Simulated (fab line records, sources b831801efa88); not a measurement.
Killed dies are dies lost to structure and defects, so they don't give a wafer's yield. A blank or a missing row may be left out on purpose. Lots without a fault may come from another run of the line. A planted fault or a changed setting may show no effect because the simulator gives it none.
One fault seen from 2 desks | flow sky130 | each desk has only its own numbers; what lay behind them comes last

THE METROLOGY DESK
What the gauges read, lot by lot, whatever tool the lot ran on: means of the sampled wafers that have a number. A lot is out of limits, marked OUT, if its mean lies more than 4 standard deviations from the usual mean; the brackets give that distance.
Columns: A = FIELD_ISO_CVD_24_THK at SKY_FIELD_ISO_THK_MEAS_25, usual 598 nm; B = DNWELL_TW at SKY_DNWELL_TW_MEAS_09, usual 1105
lot  | first seen here | A   | B
L666 | day 2 18:01     | 601 | 1102
L667 | day 3 01:10     | 600 | 1099
L669 | day 3 08:03     | 603 | 1113
L670 | day 3 13:59     | 590 | 1114
L671 | day 3 22:11     | 601 | 1114
L674 | day 4 11:11     | 606 | 1095
L676 | day 4 21:16     | 605 | 1111
L681 | day 6 00:02     | 602 | 1110
L682 | day 6 03:11     | 595 | 1111
L683 | day 6 12:14     | 599 | 1096
L684 | day 6 19:56     | 607 | 1094
L685 | day 7 00:16     | 596 | 1118
L686 | day 7 06:04     | 592 | 1085
This desk's finding: nothing out of limits on any of the 13 lots.

THE TOOL OWNER'S DESK: implanter-02
The tool's own readings at SKY_VT_ADJUST_HVTP_IMPLANT_09: means of the sampled wafers that have a number, for each lot that ran on this tool. A lot is out of limits, marked OUT, if its mean lies more than 4 standard deviations from the usual mean; the brackets give that distance.
Columns: A = beam_energy_keV at SKY_VT_ADJUST_HVTP_IMPLANT_09, usual 150.00; B = dose_ions_cm2 at SKY_VT_ADJUST_HVTP_IMPLANT_09, usual 4.301e+12
lot  | first seen here | A                        | B
L670 | day 7 17:28     | 150.04                   | 4.294e+12
L671 | day 8 00:47     | 150.03                   | 4.299e+12
L674 | day 8 15:57     | 155.60 (+99 or more) OUT | 4.300e+12
L676 | day 9 03:14     | 155.71 (+99 or more) OUT | 4.307e+12
L686 | day 12 02:52    | 150.03                   | 4.298e+12
This desk's finding: out of limits on L674, L676; first on L674, day 8 15:57 (beam_energy_keV at SKY_VT_ADJUST_HVTP_IMPLANT_09). In limits: L670, L671, L686.

PUT TOGETHER
The tool owner's desk could have raised an alarm at day 8 15:57, on L674, L676.
The metrology desk saw nothing out of limits.
The metrology desk has L674, L676 on record, within its limits.
Of the lots named, all ran SKY_VT_ADJUST_HVTP_IMPLANT_09 on implanter-02.

WHAT THE SIMULATOR HAD PUT IN
Process parameter drift: implanter-02, from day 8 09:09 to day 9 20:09, at SKY_VT_ADJUST_HVTP_IMPLANT_09. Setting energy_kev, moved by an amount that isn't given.
Lots struck among those shown: L674, L676.
Hours from the fault's start to each desk's first reading out of limits: the tool owner's desk, 7.
